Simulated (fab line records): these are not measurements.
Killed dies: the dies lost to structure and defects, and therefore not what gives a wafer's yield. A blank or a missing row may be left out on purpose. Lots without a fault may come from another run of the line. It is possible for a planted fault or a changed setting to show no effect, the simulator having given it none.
Chamber matching / flow gf180mcu / 3 sister chambers for GF_V4_CVD_02 on pecvd-01
The step deposits SiO2 from TEOS, target thk 850 nm, time 94.851 s. 3 wafers are shown with their chamber, then 6 later ones without.

## WAFERS, EACH WITH ITS CHAMBER
wafer=L323.6; chamber=1; heater power w (W)=962
wafer=L324.1; chamber=0; heater power w (W)=812
wafer=L324.2; chamber=2; heater power w (W)=492

## WAFERS WITH NO CHAMBER GIVEN
wafer=L324.6; heater power w (W)=1011
wafer=L327.1; heater power w (W)=862
wafer=L327.3; heater power w (W)=653
wafer=L328.1; heater power w (W)=545
wafer=L328.2; heater power w (W)=722
wafer=L328.3; heater power w (W)=971

## WHICH CHAMBER EACH WENT THROUGH
wafer=L324.6; from the rows above=can't be placed: 1 or 0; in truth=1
wafer=L327.1; from the rows above=can't be placed: 0 or 1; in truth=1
wafer=L327.3; from the rows above=can't be placed: 0 or 2 or 1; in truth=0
wafer=L328.1; from the rows above=2; in truth=2
wafer=L328.2; from the rows above=can't be placed: 0 or 2 or 1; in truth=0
wafer=L328.3; from the rows above=can't be placed: 1 or 0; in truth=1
Correct placement for 1 of the 6. These rows do not allow placing 5 (true chamber among the candidates in 5). 0 placed wrongly.
How it was worked out, from the rows above alone: a wafer's distance from a chamber is the root of the sum, over the readings, of the square of ((its reading less the chamber's mean) divided by the reading's scatter). The wafer belongs to the nearest chamber; if the next one is less than 2 further off, it can't be placed. For every chamber, the mean is computed from those of its wafers that are shown. The scatter: root of mean squared gap, hidden wafer to nearest shown wafer, with one shown wafer a chamber.
